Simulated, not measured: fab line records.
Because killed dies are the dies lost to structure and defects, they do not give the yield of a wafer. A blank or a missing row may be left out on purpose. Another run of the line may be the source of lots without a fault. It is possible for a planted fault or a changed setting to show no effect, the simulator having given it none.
A struck lot beside a sound one ; flow sky130 ; 23 steps out of a route of 708
Sound: the wafers L465.2, L465.3, L465.5. The struck wafers were L470.2, L470.3, L470.6. The cause comes at the end.
For every step that has rows: the tool of each side, followed by ch and its chambers, followed by its first start. Under that, the readings that differ: sound wafers ; struck wafers ; difference of the means ; sigmas: that difference in standard deviations of wafers without a fault.
alike: a reading whose means differ by less than 2 such deviations, as well as words and numbers matching on both sides. not compared: withheld readings; readings where some wafer has no value; bounds like >300 that might hide an equal value; numbers whose values overlap and for which the record gives no deviation.
The two part at a step that has a row with sigmas, a row that says differs or no value, or rows on one side only. Numbers that don't overlap but have no deviation are shown without sigmas and don't part them. A reading that every wafer of one side lacks parts them only if that side has two wafers or more.

SKY_LOCAL_INTERCONNECT_STRIP_15: strips in O2/N2.
  sound on plasma asher-01 ch 0,1, day 34 15:16; struck on plasma asher-01 ch 0,1, day 36 01:07
  alike: drypump motor current A, n2 flow sccm, oes product au, strip time to endpoint s
  not compared: rf hours counter h
then, 3 steps without rows for these wafers: SKY_LOCAL_INTERCONNECT_STRIP_16 (strips in post etch residue remover, time 1200 s); SKY_LOCAL_INTERCONNECT_CLEAN_17 (cleans in IPA, time 180 s); SKY_LOCAL_INTERCONNECT_CLEAN_18 (cleans in O3/DIW).
SKY_CONTACT_CVD_00: deposits Si3N4, target thk 75 nm.
  sound on pecvd-03 ch 0,1,2, day 34 15:53; struck on pecvd-01 ch 1,2, day 36 01:42
  alike: heater power w
SKY_CONTACT_THK_MEAS_01:
  sound on film metro-01, day 34 15:56; struck on film metro-02, day 36 01:44
  alike: CONTACT_CVD_00_THK
then, 1 step without rows for these wafers: SKY_CONTACT_HDPCVD_02 (deposits SiO2, target thk 565 nm, time 94.2 s).
SKY_CONTACT_THK_MEAS_03:
  sound on film metro-02, day 34 16:04; struck on film metro-01, day 36 01:52
reading;sound;struck;difference;sigmas
CONTACT_HDPCVD_THK (nm);550 564 557;576 566 578;+16;+2
SKY_CONTACT_CMP_04: polishes SiO2.
  sound on cmp-01 ch 1,3, day 34 16:10; struck on cmp-01 ch 0,1,3, day 36 02:03
  alike: motor current A, platen rpm, slurry flow ml min, time to endpoint s
SKY_CONTACT_BOW_MEAS_05:
  sound on film metro-01, day 34 16:26; struck on film metro-04, day 36 02:16
  alike: CONTACT_BOW
then, 2 steps without rows for these wafers: SKY_CONTACT_DEHYDRATE_06 (time 60 s); SKY_CONTACT_HMDS_07 (prime time 60 s).
SKY_CONTACT_COAT_08: resist thk 60 nm.
  sound on litho track-01 ch 0, day 35 05:57; struck on litho track-01 ch 0, day 36 15:36
reading;sound;struck;difference;sigmas
spin speed rpm (rpm);2997.3 2995.3 2996.9;2949.4 2953.2 2952.6;-44.8;-19
then, 5 steps without rows for these wafers: SKY_CONTACT_COAT_09 (resist thk 444.6 nm); SKY_CONTACT_SOFTBAKE_10 (time 90 s); SKY_CONTACT_EXPOSE_11 (exposes mask CTM1, target cd 170 nm); SKY_CONTACT_PEB_12; SKY_CONTACT_DEVELOP_13 (develop time 60 s).
SKY_CONTACT_CD_MEAS_14 targets a cd of 170 nm.
  sound on cd sem-01, day 35 19:09; struck on cd sem-01, day 37 04:21
  alike: cd nm
SKY_CONTACT_OVL_MEAS_15:
  sound on overlay-02, day 35 19:16; struck on overlay-02, day 37 04:28
reading;sound;struck;difference;sigmas
CONTACT_OVL (nm);-1 3 0;-12 -9 -14;-12;-2
SKY_CONTACT_ETCH_16: etches BARC in N2/H2, stops on SiO2, time 45.9 s, target depth 60 nm.
  sound on rie diel-01 ch 0,1,2, day 35 19:17; struck on rie diel-04 ch 1,2,3, day 37 04:29
reading;sound;struck;difference;sigmas
model.etch.depth nm (nm);59.99 59.98 59.79;60.4 60.51 60.26;+0.5;
  alike: drypump motor current A, n2 flow sccm, oes product au, throttle valve pct
  not compared: rf hours counter h
SKY_CONTACT_ETCH_17: etches SiO2 in C4F8/O2/Ar, stops on Si3N4, target depth 340 nm.
  sound on rie diel-01 ch 0,1,2, day 35 19:20; struck on rie diel-04 ch 1,2,3, day 37 04:32
  alike: oes product au
-- the record jumps here: 13 days lie between the struck wafers' starts before and after (it left off in module CONTACT and takes up again in module PAD_OPEN, whose first step shown is number 708 of the route) --
SKY_PAD_OPEN_PROBE_99:
  the record has rows for the struck wafers here (prober-01, day 50 01:48) and none for the sound ones

WHERE THEY PART
At SKY_CONTACT_THK_MEAS_03 first; at SKY_PAD_OPEN_PROBE_99 last (within this record only).

WHY: what the simulator had put in
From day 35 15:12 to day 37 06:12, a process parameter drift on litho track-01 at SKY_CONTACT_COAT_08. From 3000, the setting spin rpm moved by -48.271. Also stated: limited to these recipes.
